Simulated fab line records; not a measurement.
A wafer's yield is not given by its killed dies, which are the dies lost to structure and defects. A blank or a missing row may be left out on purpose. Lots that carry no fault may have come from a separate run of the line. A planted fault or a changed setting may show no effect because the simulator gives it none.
Comparing a struck lot with a sound one || flow sky130 || 15 out of 708 route steps
Sound: the wafers L261.3, L261.5, L261.6. Wafers L266.2, L266.5, L266.6 were the ones struck. The cause is given at the end.
Order at every step that has rows: each side's tool, ch and its chambers, its first start. Under that, the readings that differ: sound wafers || struck wafers || difference of the means || sigmas: that difference in standard deviations of wafers without a fault.
alike: readings whose means differ by less than 2 such deviations, and words and numbers that are the same on both sides. not compared: withheld readings, readings that some wafer has no value for, bounds like >300 that may hide the same value, and numbers for which the record gives no deviation and whose values overlap.
A row with sigmas, a row that says differs or no value, or rows on one side alone: a step with any of these is where the two part. When numbers do not overlap yet have no deviation, they are printed without sigmas and do not part them. A reading missing from all wafers of one side parts the sides only when that side holds two or more wafers.

first, 5 steps without rows for these wafers: SKY_LDD_N_COAT_02 (resist thk 300 nm); SKY_LDD_N_SOFTBAKE_03 (time 60 s); SKY_LDD_N_EXPOSE_04 (exposes mask NTM, target cd 840 nm); SKY_LDD_N_PEB_05; SKY_LDD_N_DEVELOP_06 (develop time 60 s).
SKY_LDD_N_OVL_MEAS_07:
  sound on overlay-01, day 19 08:34; struck on overlay-02, day 20 07:31
  alike: LDD_N_OVL
then, 6 steps without rows for these wafers: SKY_LDD_N_IMPLANT_08; SKY_LDD_N_IMPLANT_09; SKY_LDD_N_IMPLANT_10; SKY_LDD_N_IMPLANT_11; SKY_LDD_N_IMPLANT_12; SKY_LDD_N_IMPLANT_13.
SKY_LDD_N_IMPLANT_14:
  sound on implanter-03 ch 0, day 19 09:32; struck on implanter-02 ch 0, day 20 08:28
{"reading": "dose-ions-cm2", "sound": "5.001e+12 5.002e+12 5.005e+12", "struck": "3.876e+12 3.872e+12 3.881e+12", "difference": -1.126e+12, "sigmas": "-99 or more"}
{"reading": "faraday-current-uA", "sound": "28.3 27.7 28.1", "struck": "22.6 21.3 22.3", "difference": -6.0, "sigmas": -12}
  alike: tilt-deg
then, 1 step without rows for these wafers: SKY_LDD_N_IMPLANT_15.
-- the record jumps here: 27 days lie between the struck wafers' starts before and after (it left off in module LDD_N and takes up again in module PAD_OPEN, whose first step shown is number 708 of the route) --
SKY_PAD_OPEN_PROBE_99:
  sound on prober-02, day 46 20:55; struck on prober-02, day 47 14:17
  alike: killed_at_M0_to_M3, killed_at_M4_up, killed-at-contacts, killed-at-front-end, killed-at-other, killed-dies, killed-on-rim, killed-open, killed-short
  not compared: model.etest.nfet_01v8_swapped.vt-sat-v

## WHERE THEY PART
Within this record, at SKY_LDD_N_IMPLANT_14 only. Later steps at which nothing parts them and some readings are alike: SKY_PAD_OPEN_PROBE_99.

WHY: what the simulator had put in
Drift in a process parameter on implanter-02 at SKY_LDD_N_IMPLANT_14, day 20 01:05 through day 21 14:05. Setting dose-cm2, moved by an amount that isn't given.
